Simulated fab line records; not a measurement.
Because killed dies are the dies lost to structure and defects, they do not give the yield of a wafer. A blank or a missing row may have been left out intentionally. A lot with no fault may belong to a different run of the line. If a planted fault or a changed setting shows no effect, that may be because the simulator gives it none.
The tool behind it: which one? ; flow gf180mcu ; 12 lots, 36 wafers sampled, at 6 steps of a route of 602

## WHAT THE GAUGES SHOWED, per wafer
GF_V5_THK_MEAS_01. Usual: for V5_CVD_00_THK the level is 300 nm and the standard deviation is 3.
lot;measured;on;V5_CVD_00_THK (nm);flag
L249;day 26 18:41;film_metro-02;295 298 300;
L250;day 26 22:52;film_metro-02;298 303 302;
L253;day 27 12:28;film_metro-02;298 298 302;
L255;day 28 03:38;film_metro-03;301 304 300;
L254;day 28 04:28;film_metro-03;297 301 299;
L256;day 28 16:26;film_metro-02;303 303 301;
L258;day 29 00:46;film_metro-01;303 300 301;
L259;day 29 11:01;film_metro-03;296 293 294;
L260;day 29 15:37;film_metro-03;299 297 297;
L261;day 29 23:26;film_metro-02;301 306 302;
L265;day 31 02:05;film_metro-02;299 299 301;
L266;day 31 08:32;film_metro-01;298 304 300;

GF_TOP_METAL_RS_MEAS_05: a four-point-probe measurement. Usual: for TOP_METAL_ALCU_RS the level is 0.0329 ohm/sq and the standard deviation is 0.00044.
lot;measured;on;TOP_METAL_ALCU_RS (ohm/sq);flag
L249;day 27 16:49;film_metro-03;0.0329 0.0331 0.0331;
L250;day 27 20:34;film_metro-03;0.0334 0.0332 0.0334;
L253;day 28 11:05;film_metro-02;0.0326 0.0325 0.0328;
L255;day 29 01:39;film_metro-03;0.0335 0.0337 0.0336;
L254;day 29 02:53;film_metro-02;0.0326 0.0334 0.0327;
L256;day 29 13:54;film_metro-04;0.0335 0.0328 0.0332;
L258;day 29 22:30;film_metro-04;0.0319 0.0321 0.0321;
L259;day 30 08:18;film_metro-04;0.0329 0.0329 0.0329;
L260;day 30 13:05;film_metro-04;0.0326 0.0324 0.0325;
L261;day 30 20:37;film_metro-03;0.0332 0.0332 0.0334;
L265;day 31 21:50;film_metro-02;0.0329 0.0337 0.0327;
L266;day 32 04:40;film_metro-02;0.0320 0.0325 0.0508;OFF

GF_TOP_METAL_THK_MEAS_06: measures by xrf. Usual: for TOP_METAL_ALCU_THK the level is 885 nm and the standard deviation is 12.
lot;measured;on;TOP_METAL_ALCU_THK (nm);flag
L249;day 27 16:56;film_metro-03;891 891 881;
L250;day 27 20:41;film_metro-03;870 879 877;
L253;day 28 11:11;film_metro-02;896 899 884;
L255;day 29 01:45;film_metro-03;874 866 870;
L254;day 29 03:01;film_metro-02;893 871 890;
L256;day 29 14:01;film_metro-04;866 882 878;
L258;day 29 22:36;film_metro-04;915 905 904;
L259;day 30 08:25;film_metro-04;886 883 890;
L260;day 30 13:12;film_metro-04;899 901 892;
L261;day 30 20:44;film_metro-03;879 882 875;
L265;day 31 21:57;film_metro-02;884 865 885;
L266;day 32 04:47;film_metro-02;909 892 576;OFF

## WHICH TOOL RAN EACH LOT (tool, then ch and the chambers of the sampled wafers, then the start)
lot;GF_V5_ETCH_17;GF_V5_SPUTTER_22;GF_TOP_METAL_SPUTTER_02
L249;rie_diel-03 ch 1,2,3, day 27 15:58 or earlier;pvd_sputter-02, day 27 15:58;pvd_sputter-03, day 27 16:43
L250;rie_diel-03 ch 0,1,3, day 27 19:43 or earlier;pvd_sputter-04, day 27 19:43;pvd_sputter-03, day 27 20:29
L253;rie_diel-04 ch 2,3, day 28 10:13 or earlier;pvd_sputter-01, day 28 10:13;pvd_sputter-02, day 28 10:58
L255;rie_diel-03 ch 1,2,3, day 29 00:45 or earlier;pvd_sputter-04, day 29 00:45;pvd_sputter-03, day 29 01:31
L254;rie_diel-04 ch 0,1,3, day 29 02:02 or earlier;pvd_sputter-02, day 29 02:02;pvd_sputter-04, day 29 02:48
L256;rie_diel-02 ch 0,3, day 29 13:03 or earlier;pvd_sputter-02, day 29 13:03;pvd_sputter-02, day 29 13:49
L258;rie_diel-03 ch 0,1,3, day 29 21:36 or earlier;pvd_sputter-02, day 29 21:36;pvd_sputter-04, day 29 22:22
L259;rie_diel-03 ch 0,2, day 30 07:27 or earlier;pvd_sputter-02, day 30 07:27;pvd_sputter-03, day 30 08:13
L260;rie_diel-04 ch 0,2,3, day 30 12:13 or earlier;pvd_sputter-01, day 30 12:13;pvd_sputter-02, day 30 12:59
L261;rie_diel-02 ch 1,3, day 30 19:41 or earlier;pvd_sputter-01, day 30 19:41;pvd_sputter-02, day 30 20:31
L265;rie_diel-04 ch 0,1,3, day 31 20:59 or earlier;pvd_sputter-02, day 31 20:59;pvd_sputter-02, day 31 21:44
L266;rie_diel-02 ch 0,1,3, day 32 03:22 or earlier;pvd_sputter-01, day 32 03:22;pvd_sputter-04, day 32 04:35
- GF_V5_ETCH_17: etches SiO2 in C4F8/O2/Ar, stops on TiN, target depth 855 nm.
- GF_V5_SPUTTER_22: material TiN, target thk 10 nm, time 40 s.
- GF_TOP_METAL_SPUTTER_02: material AlCu, target thk 900 nm, time 47.82 s.

## WHAT THE TOOLS THEMSELVES READ (means of the sampled wafers that have a number; where no wafer has one, the mark that the record gives instead)
GF_V5_ETCH_17. Usual: oes_product_au reads 0.860 a.u. (standard deviation 0.0045).
lot;tool;oes_product_au (a.u.);flag
L249;rie_diel-03;0.857;
L250;rie_diel-03;0.856;
L253;rie_diel-04;0.862;
L255;rie_diel-03;0.861;
L254;rie_diel-04;0.859;
L256;rie_diel-02;0.858;
L258;rie_diel-03;0.862;
L259;rie_diel-03;0.855;
L260;rie_diel-04;0.859;
L261;rie_diel-02;0.862;
L265;rie_diel-04;0.859;
L266;rie_diel-02;0.863;

GF_V5_SPUTTER_22. Usual: throttle_valve_pct reads 30.4 % (standard deviation 0.74).
lot;tool;throttle_valve_pct (%);flag
L249;pvd_sputter-02;30.7;
L250;pvd_sputter-04;29.8;
L253;pvd_sputter-01;29.9;
L255;pvd_sputter-04;30.8;
L254;pvd_sputter-02;30.5;
L256;pvd_sputter-02;30.4;
L258;pvd_sputter-02;30.3;
L259;pvd_sputter-02;31.2;
L260;pvd_sputter-01;29.8;
L261;pvd_sputter-01;30.2;
L265;pvd_sputter-02;30.7;
L266;pvd_sputter-01;30.4;

GF_TOP_METAL_SPUTTER_02. Usual: throttle_valve_pct reads 30.4 % (standard deviation 1.1).
lot;tool;throttle_valve_pct (%);flag
L249;pvd_sputter-03;29.4;
L250;pvd_sputter-03;30.1;
L253;pvd_sputter-02;30.1;
L255;pvd_sputter-03;30.3;
L254;pvd_sputter-04;30.2;
L256;pvd_sputter-02;31.2;
L258;pvd_sputter-04;30.5;
L259;pvd_sputter-03;30.0;
L260;pvd_sputter-02;30.5;
L261;pvd_sputter-02;30.7;
L265;pvd_sputter-02;30.9;
L266;pvd_sputter-04;30.4;

## THE ANSWER, worked out from the rows above alone
Rule: a lot counts as off when the mean over its wafers that have a number is more than 3 standard deviations away from the usual mean. A lot without any number at a reading at which 4 lots or more have one is off too. All remaining lots with rows at the step are treated as sound. Order of review: gauges by route order, followed by the tools' own readings, for which a lot's mean as printed above is used. At the first step where some lot is off, the reading lying furthest off is the one used; lots without a number count as furthest.
Off: L266, seen at GF_TOP_METAL_RS_MEAS_05 (TOP_METAL_ALCU_RS).
If a tool, at a process step before that reading, ran all the lots that are off and no sound lot after the first of them, it fits. The gauges at GF_TOP_METAL_RS_MEAS_05 are tried like those tools. With no start given for some of its lots, GF_V5_ETCH_17 uses the hours and lot order of GF_V5_SPUTTER_22. Can't be told from this: 4 tools fit, rie_diel-02 at GF_V5_ETCH_17, pvd_sputter-01 at GF_V5_SPUTTER_22, pvd_sputter-04 at GF_TOP_METAL_SPUTTER_02, film_metro-02 at GF_TOP_METAL_RS_MEAS_05.

## WHAT HAD BEEN PUT IN BY THE SIMULATOR
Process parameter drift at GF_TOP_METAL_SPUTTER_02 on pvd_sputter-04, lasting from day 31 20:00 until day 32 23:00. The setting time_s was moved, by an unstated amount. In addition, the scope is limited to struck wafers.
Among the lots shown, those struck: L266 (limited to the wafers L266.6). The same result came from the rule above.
